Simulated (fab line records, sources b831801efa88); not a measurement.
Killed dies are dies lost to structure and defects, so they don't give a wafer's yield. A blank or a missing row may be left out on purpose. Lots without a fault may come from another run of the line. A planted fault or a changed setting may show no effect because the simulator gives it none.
Problem report in the 8D (eight disciplines) form, filled by code | flow sky130 | the parts of the form that need people (team, actions taken, sign-off) are left out

1. THE PROBLEM
killed_at_contacts at SKY_PAD_OPEN_PROBE_99 reads a mean of 54 on 3 wafers of 2 lots; wafers without a fault read 24 with a standard deviation of 5.8. That is +5.2 standard deviations from the usual mean.
First seen on wafer L237.3, day 49 01:50, on prober-02. The record holds 9 wafers of 4 lots with a number at this step. Rule for "out", or "out of limits": more than 4 standard deviations from the usual mean. The other wafers with a number count as sound.

2. WHAT IT IS AND WHAT IT IS NOT
question                    | is                     | is not
which readings at this step | killed_at_contacts     | killed_at_M0_to_M3, killed_at_M4_up, killed_at_front_end, killed_at_other, killed_open, killed_short
which lots                  | L237, L238             | L228, L229
which wafers of those lots  | all that have a number | -
read on which tools         | prober-02              | prober-01
when                        | from day 49 01:50      | up to then (6 sound wafers)

3. SUSPECTS, AND WHAT RULES EACH OUT
Counting: a tool at a process step up to the reading stays a suspect if it ran every lot that is out and no sound lot after the first of them.
- cvd_w-02 at SKY_LI_CONTACT_CVD_21 (deposits W, target thk 400 nm, time 120.56 s): kept. It ran every lot that is out, first L237 (day 33 17:32), and no sound lot after that; its last sound lot up to then is L228 (day 30 08:20).
- prober-02 at SKY_PAD_OPEN_PROBE_99: kept. It ran every lot that is out, first L237 (day 49 01:50), and no sound lot after that; its last sound lot up to then is L228 (day 46 16:56). Its own readings are out on those wafers: killed_at_contacts.
Left after counting: cvd_w-02 at SKY_LI_CONTACT_CVD_21, prober-02 at SKY_PAD_OPEN_PROBE_99.

4. THE CAUSE (what the simulator had put in)
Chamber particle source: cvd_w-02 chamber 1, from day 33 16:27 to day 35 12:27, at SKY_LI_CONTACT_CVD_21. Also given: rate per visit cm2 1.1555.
Counting left 2 suspects, and this tool is among them.

5. THE CHAIN OF EFFECTS, in route order
Each row: a reading whose mean over the struck wafers that have a number lies more than 3 standard deviations from the usual. Only readings for which the record gives a usual standard deviation are gone through. hours: the time from each lot's start at the first step in this table that gives one to its start at this step, as a median over the lots. sigmas: the change in usual standard deviations.
hours | step                  | reading            | usual | on struck wafers | change | sigmas
0     | SKY_PAD_OPEN_PROBE_99 | killed_at_contacts | 24    | 54               | +30    | +5.2
The process steps in it:
- SKY_PAD_OPEN_PROBE_99

6. WHAT WOULD HAVE CAUGHT IT SOONER
In this record the first reading out of limits was taken at day 49 01:50, 369 hours after the fault began at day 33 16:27.
Of the tool readings at SKY_LI_CONTACT_CVD_21 for which the record gives a usual standard deviation, none was out on any struck wafer, so an alarm limit of 4 standard deviations on them would not have fired.
All the lots that are out (2) had begun SKY_LI_CONTACT_CVD_21 on cvd_w-02 by day 49 01:50. A hold on the tool at that time would have spared none of them.
